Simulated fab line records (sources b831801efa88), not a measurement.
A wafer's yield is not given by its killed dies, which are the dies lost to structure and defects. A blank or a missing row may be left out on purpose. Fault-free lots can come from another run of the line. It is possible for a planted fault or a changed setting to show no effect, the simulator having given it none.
Code-filled problem report in 8D (eight disciplines) form    flow sky130    the parts of the form that need people (team, actions taken, sign-off) are left out

== 1. PROBLEM STATEMENT ==
Wafers without a fault read 25.000, standard deviation 0.0081; beam_energy_keV at SKY_LDD_P_IMPLANT_09 reads a mean of 26.571 on 6 wafers belonging to 2 lots. So: +99 or more standard deviations from the usual mean.
First seen on wafer L413.2, day 25 05:58, on implanter-02. The record has a number at this step for 39 wafers belonging to 13 lots. Rule for "out", or "out of limits": more than 4 standard deviations from the usual mean. The rest of the wafers with a number are treated as sound.

== 2. WHAT IT IS, AND WHAT IT ISN'T ==
question                     is                      is not
which readings at this step  beam_energy_keV         dose_ions_cm2
which lots                   L413, L415              L396, L397, L398, L399, L400, L402, L404, L405, L406, L409, L410
which wafers of those lots   all that have a number  -
read on which tools          implanter-02            implanter-03, implanter-04
when                         from day 25 05:58       up to then (33 sound wafers)

== 3. THE SUSPECTS, EACH WITH WHAT RULES IT OUT ==
Counting: a tool at any process step up to the reading remains a suspect when it ran all the lots that are out and ran no sound lot after the first of those.
- implanter-02 at SKY_LDD_P_IMPLANT_09: kept. It processed each lot that is out, first L413 at day 25 05:58, and no sound lot thereafter; up to then, the last sound lot it processed was L409 at day 23 14:38. Its own beam_energy_keV readings are out on those wafers.
Left after counting: implanter-02 at SKY_LDD_P_IMPLANT_09.

== 4. THE CAUSE (what the simulator had put in) ==
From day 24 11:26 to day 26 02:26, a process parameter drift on implanter-02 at SKY_LDD_P_IMPLANT_09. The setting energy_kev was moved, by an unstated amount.
This tool alone remained once counting was done.

== 5. SEQUENCE OF EFFECTS, ordered by route ==
Rows list readings where the struck wafers' mean (over those with a number) sits beyond 3 standard deviations from the usual. Only readings for which the record gives a usual standard deviation are gone through. hours: the time from each lot's start at the first step in this table that gives one to its start at this step, as a median over the lots. sigmas: the change in usual standard deviations.
hours  step                  reading          usual   on struck wafers  change  sigmas
0      SKY_LDD_P_IMPLANT_09  beam_energy_keV  25.000  26.571            +1.571  +99 or more
Its process steps:
- SKY_LDD_P_IMPLANT_09
Later steps that measure or inspect, where all struck wafers having a row at the step show a number for every such reading and not one has moved that far: SKY_LDD_LDN_OVL_MEAS_07.

== 6. HOW IT WOULD HAVE BEEN CAUGHT EARLIER ==
19 hours passed between the start of the fault at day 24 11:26 and the first reading out of limits in this record, taken at day 25 05:58.
